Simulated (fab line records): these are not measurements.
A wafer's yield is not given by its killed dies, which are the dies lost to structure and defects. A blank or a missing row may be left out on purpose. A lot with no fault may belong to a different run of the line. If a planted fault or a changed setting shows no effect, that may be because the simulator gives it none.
2 desks looking at one fault :: flow sky130 :: every desk sees just its own numbers, and what lay behind them comes last

FROM THE METROLOGY DESK
Lot by lot, what the gauges showed, no matter which tool ran the lot: averages of those sampled wafers that carry a number. Any lot whose mean is over 4 standard deviations away from the usual mean is out of limits and marked OUT; that distance is given in the brackets.
Columns: A = FIELD_ISO_OXIDATION_00_THK at SKY_FIELD_ISO_THK_MEAS_02, usual 11.97 nm; B = FIELD_ISO_CVD_03_THK at SKY_FIELD_ISO_THK_MEAS_04, usual 166.0 nm; C = cd-nm at SKY_FIELD_ISO_CD_MEAS_13, usual 150.1 nm
lot: L386
first seen here: day 1 14:29
A: 11.89
B: 167.3
C: 150.0

lot: L394
first seen here: day 3 04:47
A: 11.71
B: 167.3
C: 149.4

lot: L401
first seen here: day 4 16:57
A: 12.06
B: 165.4
C: 152.2

lot: L408
first seen here: day 6 02:23
A: 12.00
B: 165.5
C: 150.4

lot: L409
first seen here: day 6 07:14
A: 12.25
B: 163.7
C: 153.3
This desk found nothing out of limits on any of the 5 lots.

AT THE TOOL OWNER'S DESK: rie-diel-04
The tool's own readings at SKY_FIELD_ISO_ETCH_14 (etches BARC in N2/H2, stops on SiO2, time 45.9 s, target depth 60 nm): means of the sampled wafers that have a number, for each lot that ran on this tool. Any lot whose mean is over 4 standard deviations away from the usual mean is out of limits and marked OUT; that distance is given in the brackets.
Columns: A = drypump-motor-current-A at SKY_FIELD_ISO_ETCH_14, usual 5.5 A; B = oes-product-au at SKY_FIELD_ISO_ETCH_14, usual 0.855 a.u.; C = rf-fwd-power-W at SKY_FIELD_ISO_ETCH_14, usual 495.0 W; D = throttle-valve-pct at SKY_FIELD_ISO_ETCH_14, usual 13.225 %
lot: L394
first seen here: day 3 23:05
A: 5.5
B: 0.853
C: 493.7
D: 13.231

lot: L401
first seen here: day 5 12:08
A: 5.9
B: 0.854
C: 468.4 (-11) OUT
D: 13.234
This desk's finding: out of limits on L401; first on L401, day 5 12:08 (rf-fwd-power-W at SKY_FIELD_ISO_ETCH_14). In limits: L394.

BROUGHT TOGETHER
An alarm could have come from the tool owner's desk at day 5 12:08, on L401.
At the metrology desk, nothing out of limits was observed.
The metrology desk holds a record of L401, inside its limits.
On rie-diel-04, each named lot ran SKY_FIELD_ISO_ETCH_14.

WHAT THE SIMULATOR PUT IN
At SKY_FIELD_ISO_ETCH_14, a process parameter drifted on rie-diel-04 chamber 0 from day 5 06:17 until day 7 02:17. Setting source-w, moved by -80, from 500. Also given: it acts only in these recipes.
Lots struck among those shown: L401.
Each desk's first reading out of limits, in hours after the fault started: the tool owner's desk, 6.
